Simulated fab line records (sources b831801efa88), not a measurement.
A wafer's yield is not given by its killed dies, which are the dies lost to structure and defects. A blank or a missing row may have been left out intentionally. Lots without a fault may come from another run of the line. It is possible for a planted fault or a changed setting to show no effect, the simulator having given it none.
The tool behind it: which one? / flow gf180mcu / 21 wafers from 7 lots sampled at 2 of the route's 602 steps

WHAT THE GAUGES SHOWED, per wafer
GF_HV_LDD_RS_MEAS_53: the measuring method here is four-point-probe.
lot=L211; measured=day 12 14:21; on=film_metro-01; HV_LDD_RS (ohm/sq)=419.1 417.9 419.2
lot=L213; measured=day 13 07:12; on=film_metro-04; HV_LDD_RS (ohm/sq)=417.4 418.8 418.3
lot=L215; measured=day 13 23:13; on=film_metro-04; HV_LDD_RS (ohm/sq)=- - -
lot=L226; measured=day 18 02:35; on=film_metro-04; HV_LDD_RS (ohm/sq)=419.4 418.7 419.0
lot=L227; measured=day 18 04:33; on=film_metro-04; HV_LDD_RS (ohm/sq)=420.0 418.3 418.8
lot=L230; measured=day 19 12:08; on=film_metro-02; HV_LDD_RS (ohm/sq)=418.2 418.3 418.2
lot=L233; measured=day 20 16:20; on=film_metro-01; HV_LDD_RS (ohm/sq)=419.0 419.5 419.5

WHAT TOOL EACH LOT RAN ON (gives the tool, then ch and the chambers of the sampled wafers, and finally the start)
lot=L211; GF_HV_LDD_IMPLANT_35=implanter-03 ch 0, day 11 18:11
lot=L213; GF_HV_LDD_IMPLANT_35=implanter-01 ch 0, day 12 10:14
lot=L215; GF_HV_LDD_IMPLANT_35=implanter-01 ch 0, day 13 01:50
lot=L226; GF_HV_LDD_IMPLANT_35=implanter-03 ch 0, day 17 02:04
lot=L227; GF_HV_LDD_IMPLANT_35=implanter-02 ch 0, day 17 04:23
lot=L230; GF_HV_LDD_IMPLANT_35=implanter-03 ch 0, day 18 11:00
lot=L233; GF_HV_LDD_IMPLANT_35=implanter-01 ch 0, day 19 14:48
- GF_HV_LDD_IMPLANT_35

THE ANSWER, worked out from the rows above alone
Rule: the usual values come from the lots themselves. Put in order of their means at a reading, lots are off if they are a third of the lots or fewer, leave a main group of 4 or more, and stand apart from it by a gap of 3 or more times the standard deviation of the main group's means; of several such gaps the widest counts. A main group is skipped when, at the precision printed for the reading in the tables above, its means are all equal. A lot without any number at a reading at which 4 lots or more have one is off too. Where the step has rows for the other lots, those lots are counted as sound.
Off: at GF_HV_LDD_RS_MEAS_53 (HV_LDD_RS), L215. Without a number there: L215. The main group has a mean of 418.8 ohm/sq with a standard deviation of 0.43.
If a tool, at a process step before that reading, ran all the lots that are off and no sound lot after the first of them, it fits. Gauges at GF_HV_LDD_RS_MEAS_53: tried the same way as those tools. Of those tried, none fits.

WHAT HAD BEEN PUT IN BY THE SIMULATOR
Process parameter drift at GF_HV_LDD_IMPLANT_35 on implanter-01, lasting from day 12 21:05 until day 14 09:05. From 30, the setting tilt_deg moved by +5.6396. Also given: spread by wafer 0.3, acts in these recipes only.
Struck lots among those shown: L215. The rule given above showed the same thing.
